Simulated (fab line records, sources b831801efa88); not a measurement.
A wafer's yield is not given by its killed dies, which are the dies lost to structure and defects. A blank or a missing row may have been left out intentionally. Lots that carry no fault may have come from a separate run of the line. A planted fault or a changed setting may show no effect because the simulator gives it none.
fab line records -- flow sky130 -- part 1 of 2: steps 1 to 34 of 35
record: lots: 7, wafers: 21, lastDay: 50
route steps=708 shown SD_P@327 RES_XHIGH@332 SD_N@342 SALICIDE@361 PAD_OPEN@708
lots that met no fault: from a run of the same line without faults
startH: hours from the record's opening day to when the first of the lot's shown wafers began -- waitH: time in hours since the lot's previous step -- " unchanged from the row above -- L1.1+2: several wafers, shown together as one row -- - no value present, or no start provided -- * or withheld: withheld -- < > ~ a bound
route shown NAME@n: names a module that has steps shown in the file, with the first one's number in the route -- usual: mean/standard deviation of fault-free wafers -- same: alike in all rows -- chamber/n: place in a boat -- sites: the reading at each site -- _std_site: their standard deviation -- _edge_site: the outer-site mean with the inner-site mean subtracted -- radiusMm: how far each site lies from the wafer's centre -- mask NAME#n: copy n -- behind: the last tool/chamber to shape the wafer -- hold: the reason the lot was held/the length of the hold in hours/how it ended -- device: names the non-switching transistor (n, p or np) -- end of line: the tests these same wafers got at the end of their route -- a step given without rows: its recipe and nothing more -- killed: the dies lost at the first sort to structure and to defects; this is not the yield of the wafer -- map: shows each die of a wafer: x if killed, . if not, _ if none is there
set.NAME: the run value of the setting; set.NAME@STEP: its run value at that earlier step -- model.NAME: the simulator's own value behind a step, which no gauge read
lots at selected steps of the route; one table per step, one row per wafer
services: a tool's chamber out of use, with start hour (startH, from the record's first day; less than 0 if before it), hours out, and reason
== steps ==
step: SKY_SD_P_CD_MEAS_07
recipe: targetCdNm: 380
usual: cdNm: 379.2/2.7
lot.wafer,tool,chamber,startH,waitH,cdNm
L212.1,cdSem-01,-,598.85,0.1,381.7
L212.5,cdSem-01,-,598.85,0.1,380.9
L212.6,cdSem-01,-,598.85,0.1,381.5
L215.1,cdSem-01,-,639.73,0.1,375.0
L215.4,cdSem-01,-,639.73,0.1,376.6
L215.6,cdSem-01,-,639.73,0.1,378.2
L220.2,cdSem-01,-,681.77,0.1,382.5
L220.3,cdSem-01,-,681.77,0.1,380.9
L220.4,cdSem-01,-,681.77,0.1,380.1
L221.2,cdSem-02,-,688.92,0.1,377.9
L221.4,cdSem-02,-,688.92,0.1,375.8
L221.6,cdSem-02,-,688.92,0.1,378.0
L223.2,cdSem-01,-,697.77,0.1,380.1
L223.4,cdSem-01,-,697.77,0.1,377.9
L223.6,cdSem-01,-,697.77,0.1,377.8
L230.3,cdSem-02,-,755.24,0.1,377.2
L230.4,cdSem-02,-,755.24,0.1,381.1
L230.5,cdSem-02,-,755.24,0.1,380.8
L232.2,cdSem-01,-,768.77,0.1,377.1
L232.4,cdSem-01,-,768.77,0.1,376.2
L232.6,cdSem-01,-,768.77,0.1,376.4
step: SKY_SD_P_OVL_MEAS_08
usual: SD_P_OVL: 1.3/1.3
lot.wafer,tool,chamber,startH,waitH,SD_P_OVL[nm]
L212.1,overlay-02,-,598.97,0.1,2.1
L212.5,overlay-02,-,598.97,0.1,4.0
L212.6,overlay-02,-,598.97,0.1,2.0
L215.1,overlay-02,-,639.85,0.1,2.4
L215.4,overlay-02,-,639.85,0.1,1.7
L215.6,overlay-02,-,639.85,0.1,2.1
L220.2,overlay-02,-,681.88,0.1,2.2
L220.3,overlay-02,-,681.88,0.1,2.3
L220.4,overlay-02,-,681.88,0.1,0.3
L221.2,overlay-01,-,689.03,0.1,0.2
L221.4,overlay-01,-,689.03,0.1,2.9
L221.6,overlay-01,-,689.03,0.1,3.9
L223.2,overlay-02,-,697.88,0.1,3.5
L223.4,overlay-02,-,697.88,0.1,0.8
L223.6,overlay-02,-,697.88,0.1,1.6
L230.3,overlay-02,-,755.33,0.1,0.6
L230.4,overlay-02,-,755.33,0.1,1.1
L230.5,overlay-02,-,755.33,0.1,1.3
L232.2,overlay-02,-,768.87,0.1,-0.4
L232.4,overlay-02,-,768.87,0.1,-2.0
L232.6,overlay-02,-,768.87,0.1,0.1
step: SKY_SD_P_IMPLANT_09
recipe: species: BF2, energyKev: 20, doseCm2: 3e+15, tiltDeg: 0
step: SKY_SD_P_STRIP_10
recipe: chemistry: O2/N2, powerW: 1400, pressureMtorr: 1500, platenTempC: withheld, o2FlowSccm: 3000, n2FlowSccm: 300, overashFraction: 0.5
usual: drypumpMotorCurrentA: 5.7/0.45, oesProductAu: 0.617/0.0045, stripTimeToEndpointS: 17.49/0.045
lot.wafer,tool,chamber,startH,waitH,drypumpMotorCurrentA,oesProductAu,rfHoursCounterH,stripTimeToEndpointS
L212.1,plasmaAsher-02,1,599.16,0.1,5.7,0.610,17,17.52
L212.5,plasmaAsher-02,0,599.16,0.1,5.6,0.612,-,17.49
L212.6,plasmaAsher-02,1,599.16,0.1,5.7,0.618,-,17.52
L215.1,plasmaAsher-02,1,640.04,0.1,5.7,0.622,21,17.52
L215.4,plasmaAsher-02,1,640.04,0.1,5.8,0.614,-,17.51
L215.6,plasmaAsher-02,1,640.04,0.1,5.7,0.614,-,17.52
L220.2,plasmaAsher-03,1,682.06,0.1,6.0,0.624,90,17.45
L220.3,plasmaAsher-03,0,682.06,0.1,5.1,0.615,-,17.41
L220.4,plasmaAsher-03,1,682.06,0.1,6.0,0.622,-,17.50
L221.2,plasmaAsher-01,1,689.21,0.1,5.4,0.617,96,17.49
L221.4,plasmaAsher-01,1,689.21,0.1,5.4,0.610,-,17.52
L221.6,plasmaAsher-01,0,689.21,0.1,6.4,0.615,-,17.49
L223.2,plasmaAsher-01,0,698.06,0.1,6.4,0.622,97,17.52
L223.4,plasmaAsher-01,0,698.06,0.1,6.4,0.621,-,17.49
L223.6,plasmaAsher-01,0,698.06,0.1,6.3,0.625,-,17.49
L230.3,plasmaAsher-03,0,755.54,0.1,5.0,0.607,-,17.49
L230.4,plasmaAsher-03,1,755.54,0.1,6.0,0.614,-,17.47
L230.5,plasmaAsher-03,1,755.54,0.1,6.0,0.614,-,17.45
L232.2,plasmaAsher-03,0,769.05,0.1,5.1,0.618,98,17.54
L232.4,plasmaAsher-03,0,769.05,0.1,5.0,0.619,-,17.53
L232.6,plasmaAsher-03,1,769.05,0.1,6.0,0.620,-,17.58
step: SKY_SD_P_TW_MEAS_11
usual: SD_P_TW: 2841/35
lot.wafer,tool,chamber,startH,waitH,SD_P_TW
L212.1,filmMetro-01,-,599.26,0.1,2769
L212.5,filmMetro-01,-,599.26,0.1,2777
L212.6,filmMetro-01,-,599.26,0.1,2791
L215.1,filmMetro-03,-,640.14,0.1,2863
L215.4,filmMetro-03,-,640.14,0.1,2856
L215.6,filmMetro-03,-,640.14,0.1,2853
L220.2,filmMetro-03,-,682.17,0.1,2851
L220.3,filmMetro-03,-,682.17,0.1,2865
L220.4,filmMetro-03,-,682.17,0.1,2852
L221.2,filmMetro-04,-,689.32,0.1,2870
L221.4,filmMetro-04,-,689.32,0.1,2867
L221.6,filmMetro-04,-,689.32,0.1,2863
L223.2,filmMetro-03,-,698.17,0.1,2849
L223.4,filmMetro-03,-,698.17,0.1,2848
L223.6,filmMetro-03,-,698.17,0.1,2848
L230.3,filmMetro-04,-,755.63,0.1,2877
L230.4,filmMetro-04,-,755.63,0.1,2860
L230.5,filmMetro-04,-,755.63,0.1,2870
L232.2,filmMetro-04,-,769.16,0.1,2864
L232.4,filmMetro-04,-,769.16,0.1,2861
L232.6,filmMetro-04,-,769.16,0.1,2869
step: SKY_RES_XHIGH_DEHYDRATE_00
recipe: tempC: 200, timeS: 60
step: SKY_RES_XHIGH_HMDS_01
recipe: primeTimeS: 60, primeTempC: 120
step: SKY_RES_XHIGH_COAT_02
recipe: resist: NOVOLAK, spinRpm: 3000, resistThkNm: 1140
step: SKY_RES_XHIGH_SOFTBAKE_03
recipe: tempC: 90, timeS: 60, resist: NOVOLAK
step: SKY_RES_XHIGH_EXPOSE_04
recipe: maskId: URPM, na: 0.6, sourceShape: conventional, sigmaOuter: 0.6, polarization: unpolarized, targetCdNm: 1270, doseMj: 140
step: SKY_RES_XHIGH_PEB_05
recipe: tempC: withheld, timeS: *, resist: NOVOLAK
step: SKY_RES_XHIGH_DEVELOP_06
recipe: resist: NOVOLAK, developer: TMAH, developTimeS: 60, devTempC: 23.47
step: SKY_RES_XHIGH_IMPLANT_07
recipe: species: BF2, energyKev: 20, doseCm2: 3.6e+14, tiltDeg: 0
usual: tiltDeg: 0.001/0.019
lot.wafer,tool,chamber,startH,waitH,tiltDeg
L212.1,implanter-04,0,630.23,0.1,0.007
L212.5,implanter-04,0,630.23,0.1,0.000
L212.6,implanter-04,0,630.23,0.1,-0.004
L215.1,implanter-02,0,668.75,0.1,0.013
L215.4,implanter-02,0,668.75,0.1,-0.012
L215.6,implanter-02,0,668.75,0.1,0.009
L220.2,implanter-04,0,710.27,0.1,-0.007
L220.3,implanter-04,0,710.27,0.1,-0.018
L220.4,implanter-04,0,710.27,0.1,-0.007
L221.2,implanter-04,0,717.50,0.1,0.015
L221.4,implanter-04,0,717.50,0.1,0.012
L221.6,implanter-04,0,717.50,0.1,0.012
L223.2,implanter-04,0,725.93,0.1,0.005
L223.4,implanter-04,0,725.93,0.1,-0.019
L223.6,implanter-04,0,725.93,0.1,-0.002
L230.3,implanter-04,0,783.85,0.2,-0.015
L230.4,implanter-04,0,783.85,0.2,0.021
L230.5,implanter-04,0,783.85,0.2,0.010
L232.2,implanter-03,0,796.43,0.1,0.006
L232.4,implanter-03,0,796.43,0.1,-0.015
L232.6,implanter-03,0,796.43,0.1,-0.007
step: SKY_RES_XHIGH_STRIP_08
recipe: chemistry: O2/N2, powerW: 1400, pressureMtorr: 1500, platenTempC: withheld, o2FlowSccm: 3000, n2FlowSccm: 300, overashFraction: 0.5
usual: drypumpMotorCurrentA: 5.78/0.3, oesProductAu: 0.711/0.004, stripTimeToEndpointS: 14.28/0.042
lot.wafer,tool,chamber,startH,waitH,drypumpMotorCurrentA,oesProductAu,rfHoursCounterH,stripTimeToEndpointS
L212.1,plasmaAsher-04,0,630.38,0.1,5.96,0.704,44,14.20
L212.5,plasmaAsher-04,0,630.38,0.1,5.97,0.718,-,14.25
L212.6,plasmaAsher-04,1,630.38,0.1,5.67,0.711,-,14.21
L215.1,plasmaAsher-01,0,668.90,0.1,6.36,0.711,94,14.28
L215.4,plasmaAsher-01,1,668.90,0.1,5.41,0.717,-,14.29
L215.6,plasmaAsher-01,0,668.90,0.1,6.35,0.712,-,14.23
L220.2,plasmaAsher-02,0,710.40,0.1,5.62,0.720,28,14.23
L220.3,plasmaAsher-02,0,710.40,0.1,5.61,0.711,-,14.22
L220.4,plasmaAsher-02,1,710.40,0.1,5.77,0.715,-,14.25
L221.2,plasmaAsher-01,1,717.63,0.1,5.39,0.711,99,14.28
L221.4,plasmaAsher-01,0,717.63,0.1,6.35,0.710,-,14.29
L221.6,plasmaAsher-01,1,717.63,0.1,5.40,0.718,-,14.26
L223.2,plasmaAsher-01,1,726.05,0.1,5.42,0.710,99,14.20
L223.4,plasmaAsher-01,0,726.05,0.1,6.35,0.717,-,14.16
L223.6,plasmaAsher-01,1,726.05,0.1,5.44,0.721,-,14.19
L230.3,plasmaAsher-02,1,784.09,0.2,5.74,0.707,-,14.24
L230.4,plasmaAsher-02,0,784.09,0.2,5.56,0.712,-,14.22
L230.5,plasmaAsher-02,1,784.09,0.2,5.75,0.720,-,14.22
L232.2,plasmaAsher-02,1,796.55,0.1,5.79,0.709,36,14.29
L232.4,plasmaAsher-02,0,796.55,0.1,5.58,0.716,-,14.30
L232.6,plasmaAsher-02,1,796.55,0.1,5.73,0.711,-,14.28
step: SKY_RES_XHIGH_TW_MEAS_09
usual: RES_XHIGH_TW: 1650/23
lot.wafer,tool,chamber,startH,waitH,RES_XHIGH_TW
L212.1,filmMetro-04,-,630.48,0.1,1659
L212.5,filmMetro-04,-,630.48,0.1,1668
L212.6,filmMetro-04,-,630.48,0.1,1665
L215.1,filmMetro-03,-,669.00,0.1,1658
L215.4,filmMetro-03,-,669.00,0.1,1672
L215.6,filmMetro-03,-,669.00,0.1,1658
L220.2,filmMetro-01,-,710.57,0.1,1577
L220.3,filmMetro-01,-,710.57,0.1,1578
L220.4,filmMetro-01,-,710.57,0.1,1584
L221.2,filmMetro-03,-,717.74,0.1,1627
L221.4,filmMetro-03,-,717.74,0.1,1624
L221.6,filmMetro-03,-,717.74,0.1,1621
L223.2,filmMetro-03,-,726.16,0.1,1628
L223.4,filmMetro-03,-,726.16,0.1,1630
L223.6,filmMetro-03,-,726.16,0.1,1630
L230.3,filmMetro-03,-,784.17,0.1,1665
L230.4,filmMetro-03,-,784.17,0.1,1668
L230.5,filmMetro-03,-,784.17,0.1,1669
L232.2,filmMetro-03,-,796.66,0.1,1671
L232.4,filmMetro-03,-,796.66,0.1,1671
L232.6,filmMetro-03,-,796.66,0.1,1663
step: SKY_SD_N_DEHYDRATE_00
recipe: tempC: 200, timeS: 60
step: SKY_SD_N_HMDS_01
recipe: primeTimeS: 60, primeTempC: 120
step: SKY_SD_N_COAT_02
recipe: resist: NOVOLAK, spinRpm: 3000, resistThkNm: 1140
step: SKY_SD_N_SOFTBAKE_03
recipe: tempC: 90, timeS: 60, resist: NOVOLAK
step: SKY_SD_N_EXPOSE_04
recipe: maskId: NSDM, na: 0.6, sourceShape: conventional, sigmaOuter: 0.6, polarization: unpolarized, targetCdNm: 380, doseMj: 141
step: SKY_SD_N_PEB_05
recipe: tempC: withheld, timeS: *, resist: NOVOLAK
step: SKY_SD_N_DEVELOP_06
recipe: resist: NOVOLAK, developer: TMAH, developTimeS: 60, devTempC: 23
step: SKY_SD_N_CD_MEAS_07
recipe: targetCdNm: 380
usual: cdNm: 380.3/2.9
lot.wafer,tool,chamber,startH,waitH,cdNm
L212.1,cdSem-01,-,659.58,0.1,379.5
L212.5,cdSem-01,-,659.58,0.1,379.7
L212.6,cdSem-01,-,659.58,0.1,382.5
L215.1,cdSem-02,-,697.48,0.1,380.5
L215.4,cdSem-02,-,697.48,0.1,381.2
L215.6,cdSem-02,-,697.48,0.1,382.4
L220.2,cdSem-02,-,738.57,0.1,384.7
L220.3,cdSem-02,-,738.57,0.1,383.4
L220.4,cdSem-02,-,738.57,0.1,382.0
L221.2,cdSem-02,-,746.35,0.1,382.3
L221.4,cdSem-02,-,746.35,0.1,381.3
L221.6,cdSem-02,-,746.35,0.1,383.4
L223.2,cdSem-01,-,754.10,0.1,383.2
L223.4,cdSem-01,-,754.10,0.1,383.7
L223.6,cdSem-01,-,754.10,0.1,382.4
L230.3,cdSem-01,-,811.24,0.1,378.2
L230.4,cdSem-01,-,811.24,0.1,378.3
L230.5,cdSem-01,-,811.24,0.1,378.5
L232.2,cdSem-02,-,823.60,0.1,377.0
L232.4,cdSem-02,-,823.60,0.1,376.5
L232.6,cdSem-02,-,823.60,0.1,377.0
step: SKY_SD_N_OVL_MEAS_08
usual: SD_N_OVL: 1.0/1.5
lot.wafer,tool,chamber,startH,waitH,SD_N_OVL[nm]
L212.1,overlay-01,-,659.70,0.1,1.6
L212.5,overlay-01,-,659.70,0.1,1.5
L212.6,overlay-01,-,659.70,0.1,0.8
L215.1,overlay-02,-,697.60,0.1,1.4
L215.4,overlay-02,-,697.60,0.1,3.2
L215.6,overlay-02,-,697.60,0.1,2.7
L220.2,overlay-02,-,738.67,0.1,1.3
L220.3,overlay-02,-,738.67,0.1,0.7
L220.4,overlay-02,-,738.67,0.1,1.7
L221.2,overlay-02,-,746.46,0.1,2.5
L221.4,overlay-02,-,746.46,0.1,1.1
L221.6,overlay-02,-,746.46,0.1,0.1
L223.2,overlay-02,-,754.21,0.1,-0.7
L223.4,overlay-02,-,754.21,0.1,1.9
L223.6,overlay-02,-,754.21,0.1,0.2
L230.3,overlay-01,-,811.33,0.1,1.4
L230.4,overlay-01,-,811.33,0.1,4.4
L230.5,overlay-01,-,811.33,0.1,3.3
L232.2,overlay-02,-,823.71,0.1,0.8
L232.4,overlay-02,-,823.71,0.1,0.0
L232.6,overlay-02,-,823.71,0.1,2.4
step: SKY_SD_N_IMPLANT_09
recipe: species: As, energyKev: 50, doseCm2: 4e+15, tiltDeg: 0
step: SKY_SD_N_IMPLANT_10
recipe: species: P, energyKev: 20, doseCm2: 1e+14, tiltDeg: 0
step: SKY_SD_N_STRIP_11
recipe: chemistry: O2/N2, powerW: 1400, pressureMtorr: 1500, platenTempC: withheld, o2FlowSccm: 3000, n2FlowSccm: 300, overashFraction: 0.5
usual: drypumpMotorCurrentA: 5.7/0.32, oesProductAu: 0.528/0.0047, stripTimeToEndpointS: 22.57/0.043
lot.wafer,tool,chamber,startH,waitH,drypumpMotorCurrentA,oesProductAu,rfHoursCounterH,stripTimeToEndpointS
L212.1,plasmaAsher-03,0,660.03,0.1,5.1,0.528,88,22.62
L212.5,plasmaAsher-03,1,660.03,0.1,6.0,0.529,-,22.60
L212.6,plasmaAsher-03,0,660.03,0.1,5.0,0.530,-,22.57
L215.1,plasmaAsher-02,1,697.94,0.1,5.8,0.529,26,22.57
L215.4,plasmaAsher-02,0,697.94,0.1,5.6,0.531,-,22.60
L215.6,plasmaAsher-02,1,697.94,0.1,5.8,0.531,-,22.58
L220.2,plasmaAsher-03,0,739.00,0.1,5.0,0.530,95,22.57
L220.3,plasmaAsher-03,0,739.00,0.1,5.0,0.533,-,22.58
L220.4,plasmaAsher-03,1,739.00,0.1,6.1,0.533,-,22.62
L221.2,plasmaAsher-02,0,746.79,0.1,5.6,0.529,31,22.62
L221.4,plasmaAsher-02,0,746.79,0.1,5.6,0.527,-,22.64
L221.6,plasmaAsher-02,0,746.79,0.1,5.6,0.525,-,22.59
L223.2,plasmaAsher-04,1,754.54,0.1,5.7,0.525,57,22.54
L223.4,plasmaAsher-04,1,754.54,0.1,5.7,0.526,-,22.51
L223.6,plasmaAsher-04,0,754.54,0.1,6.0,0.528,-,22.53
L230.3,plasmaAsher-03,0,811.68,0.1,5.0,0.521,-,22.60
L230.4,plasmaAsher-03,1,811.68,0.1,6.0,0.527,-,22.61
L230.5,plasmaAsher-03,0,811.68,0.1,5.1,0.526,-,22.53
L232.2,plasmaAsher-03,0,824.04,0.1,5.0,0.525,104,22.62
L232.4,plasmaAsher-03,0,824.04,0.1,5.0,0.529,-,22.58
L232.6,plasmaAsher-03,1,824.04,0.1,6.0,0.534,-,22.60
step: SKY_SD_N_TW_MEAS_12
usual: SD_N_TW: 3997/50
lot.wafer,tool,chamber,startH,waitH,SD_N_TW
L212.1,filmMetro-04,-,660.13,0.1,4027
L212.5,filmMetro-04,-,660.13,0.1,4009
L212.6,filmMetro-04,-,660.13,0.1,4015
L215.1,filmMetro-04,-,698.04,0.1,4013
L215.4,filmMetro-04,-,698.04,0.1,4006
L215.6,filmMetro-04,-,698.04,0.1,4025
L220.2,filmMetro-01,-,739.11,0.1,3950
L220.3,filmMetro-01,-,739.11,0.1,3929
L220.4,filmMetro-01,-,739.11,0.1,3927
L221.2,filmMetro-01,-,746.90,0.1,3960
L221.4,filmMetro-01,-,746.90,0.1,3972
L221.6,filmMetro-01,-,746.90,0.1,3959
L223.2,filmMetro-04,-,754.65,0.1,4034
L223.4,filmMetro-04,-,754.65,0.1,4029
L223.6,filmMetro-04,-,754.65,0.1,4016
L230.3,filmMetro-01,-,811.77,0.1,3947
L230.4,filmMetro-01,-,811.77,0.1,3943
L230.5,filmMetro-01,-,811.77,0.1,3924
L232.2,filmMetro-04,-,824.15,0.1,4030
L232.4,filmMetro-04,-,824.15,0.1,3983
L232.6,filmMetro-04,-,824.15,0.1,4013
step: SKY_SD_N_CLEAN_13
recipe: chemistry: SC1/SC2, mix: 1:4:20, tempC: 70, timeS: 150, dry: n2Spin
step: SKY_SD_N_RTA_14
recipe: tempC: 1075, timeS: 2, idleTempC: 650, rampUpCPerS: 150, rampDownCPerS: 90, ambient: N2
usual: annealTempCMax: 1081.2/2.3, lampPowerPct: 15.73/0.054, wafer_temp_C_max: 1078.1/1.3
lot.wafer,tool,chamber,startH,waitH,annealTempCMax,lampPowerPct,wafer_temp_C_max
L212.1,rtpAnneal-02,0,660.24,0.0,1079.8,15.71,1077.9
L212.5,rtpAnneal-02,0,660.24,0.0,1080.6,15.72,1077.1
L212.6,rtpAnneal-02,0,660.24,0.0,1079.3,15.73,1077.8
L215.1,rtpAnneal-02,0,698.15,0.0,1078.4,15.79,1076.6
L215.4,rtpAnneal-02,0,698.15,0.0,1079.2,15.71,1076.6
L215.6,rtpAnneal-02,0,698.15,0.0,1079.7,15.66,1076.6
L220.2,rtpAnneal-02,0,739.22,0.0,1079.0,15.69,1078.3
L220.3,rtpAnneal-02,0,739.22,0.0,1078.4,15.71,1077.6
L220.4,rtpAnneal-02,0,739.22,0.0,1078.6,15.64,1076.7
L221.2,rtpAnneal-02,0,747.01,0.0,1078.2,15.74,1075.5
L221.4,rtpAnneal-02,0,747.01,0.0,1078.4,15.71,1077.8
L221.6,rtpAnneal-02,0,747.01,0.0,1079.5,15.80,1079.3
L223.2,rtpAnneal-02,0,754.76,0.0,1078.9,15.76,1076.8
L223.4,rtpAnneal-02,0,754.76,0.0,1078.1,15.69,1079.2
L223.6,rtpAnneal-02,0,754.76,0.0,1080.2,15.69,1077.4
L230.3,rtpAnneal-01,0,811.88,0.0,1083.6,15.67,1076.9
L230.4,rtpAnneal-01,0,811.88,0.0,1082.7,15.69,1080.7
L230.5,rtpAnneal-01,0,811.88,0.0,1082.1,15.77,1077.8
L232.2,rtpAnneal-02,0,824.26,0.0,1079.8,15.82,1077.6
L232.4,rtpAnneal-02,0,824.26,0.0,1079.7,15.68,1076.7
L232.6,rtpAnneal-02,0,824.26,0.0,1080.1,15.69,1080.6
step: SKY_SD_N_RS_MEAS_16
recipe: thkMeasGauge: four-point-probe
usual: SD_N_RS: 68.56/0.12
lot.wafer,tool,chamber,startH,waitH,SD_N_RS[ohm/sq]
L212.1,filmMetro-03,-,660.42,0.1,68.65
L212.5,filmMetro-03,-,660.42,0.1,68.47
L212.6,filmMetro-03,-,660.42,0.1,68.49
L215.1,filmMetro-01,-,698.32,0.1,68.42
L215.4,filmMetro-01,-,698.32,0.1,68.29
L215.6,filmMetro-01,-,698.32,0.1,68.52
L220.2,filmMetro-03,-,739.40,0.1,68.49
L220.3,filmMetro-03,-,739.40,0.1,68.67
L220.4,filmMetro-03,-,739.40,0.1,68.67
L221.2,filmMetro-04,-,747.19,0.1,68.70
L221.4,filmMetro-04,-,747.19,0.1,68.47
L221.6,filmMetro-04,-,747.19,0.1,68.44
L223.2,filmMetro-01,-,754.94,0.1,68.57
L223.4,filmMetro-01,-,754.94,0.1,68.56
L223.6,filmMetro-01,-,754.94,0.1,68.62
L230.3,filmMetro-01,-,812.07,0.1,68.60
L230.4,filmMetro-01,-,812.07,0.1,68.50
L230.5,filmMetro-01,-,812.07,0.1,68.43
L232.2,filmMetro-03,-,824.44,0.1,68.50
L232.4,filmMetro-03,-,824.44,0.1,68.65
L232.6,filmMetro-03,-,824.44,0.1,68.64
step: SKY_SD_N_RS_MEAS_17
recipe: thkMeasGauge: four-point-probe
usual: SD_P_RS: 147.1/0.42
lot.wafer,tool,chamber,startH,waitH,SD_P_RS[ohm/sq]
L212.1,filmMetro-03,-,660.54,0.1,146.7
L212.5,filmMetro-03,-,660.54,0.1,147.0
L212.6,filmMetro-03,-,660.54,0.1,147.0
L215.1,filmMetro-01,-,698.44,0.1,146.8
L215.4,filmMetro-01,-,698.44,0.1,146.5
L215.6,filmMetro-01,-,698.44,0.1,146.4
L220.2,filmMetro-03,-,739.52,0.1,147.4
L220.3,filmMetro-03,-,739.52,0.1,147.1
L220.4,filmMetro-03,-,739.52,0.1,147.7
L221.2,filmMetro-04,-,747.31,0.1,147.0
L221.4,filmMetro-04,-,747.31,0.1,146.9
L221.6,filmMetro-04,-,747.31,0.1,146.2
L223.2,filmMetro-01,-,755.06,0.1,147.5
L223.4,filmMetro-01,-,755.06,0.1,147.5
L223.6,filmMetro-01,-,755.06,0.1,147.4
L230.3,filmMetro-01,-,812.19,0.1,147.0
L230.4,filmMetro-01,-,812.19,0.1,146.6
L230.5,filmMetro-01,-,812.19,0.1,147.0
L232.2,filmMetro-03,-,824.56,0.1,147.2
L232.4,filmMetro-03,-,824.56,0.1,147.1
L232.6,filmMetro-03,-,824.56,0.1,147.3
step: SKY_SD_N_RS_MEAS_18
recipe: thkMeasGauge: four-point-probe
usual: RES_XHIGH_RS: 333.4/1.4
lot.wafer,tool,chamber,startH,waitH,RES_XHIGH_RS[ohm/sq]
L212.1,filmMetro-03,-,660.66,0.1,332.5
L212.5,filmMetro-03,-,660.66,0.1,332.8
L212.6,filmMetro-03,-,660.66,0.1,332.2
L215.1,filmMetro-01,-,698.56,0.1,334.9
L215.4,filmMetro-01,-,698.56,0.1,334.1
L215.6,filmMetro-01,-,698.56,0.1,334.2
L220.2,filmMetro-03,-,739.64,0.1,355.5
L220.3,filmMetro-03,-,739.64,0.1,354.6
L220.4,filmMetro-03,-,739.64,0.1,355.2
L221.2,filmMetro-04,-,747.43,0.1,354.2
L221.4,filmMetro-04,-,747.43,0.1,354.7
L221.6,filmMetro-04,-,747.43,0.1,354.5
L223.2,filmMetro-01,-,755.18,0.1,355.0
L223.4,filmMetro-01,-,755.18,0.1,356.2
L223.6,filmMetro-01,-,755.18,0.1,354.6
L230.3,filmMetro-01,-,812.31,0.1,332.4
L230.4,filmMetro-01,-,812.31,0.1,332.8
L230.5,filmMetro-01,-,812.31,0.1,332.8
L232.2,filmMetro-03,-,824.68,0.1,336.0
L232.4,filmMetro-03,-,824.68,0.1,335.8
L232.6,filmMetro-03,-,824.68,0.1,335.5
step: SKY_SALICIDE_CLEAN_00
recipe: chemistry: HF-last, timeS: 30, dilution: 100:1, dry: ipaMarangoni
== key ==
firstSign: step: SKY_RES_XHIGH_TW_MEAS_09, reading: RES_XHIGH_TW, direction: down, sigmas: 1.7, usual: 1650, struck: 1611
effect: step: SKY_SD_N_RS_MEAS_18, reading: RES_XHIGH_RS, direction: up, sigmas: 15, usual: 333.4, struck: 354.9
modelEffect: step: SKY_PAD_OPEN_PROBE_99, value: etest.resXhighPo.rsOhmSqRange, without: 85.89, struck: 1501
metAt SKY_RES_XHIGH_IMPLANT_07
struckWafers L220.2,L220.3,L220.4,L221.2,L221.4,L221.6,L223.2,L223.4,L223.6
testerLeftOut L220,L221,L223
onsetBetween 630.23 710.27
fault: kind: processParameterDrift, tool: implanter-04, chamber: -, onsetH: 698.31, steps: SKY_RES_XHIGH_IMPLANT_07, channel: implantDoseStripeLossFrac, offset: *, shape: step, endH: 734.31
testerLeftOut: of these lots the tester's yield and bins aren't shown, on N5 and GAA mostly nor the transistor test; their killed dies are dies lost to structure and defects alone, not to doping, threshold or leakage, so they don't give the yield
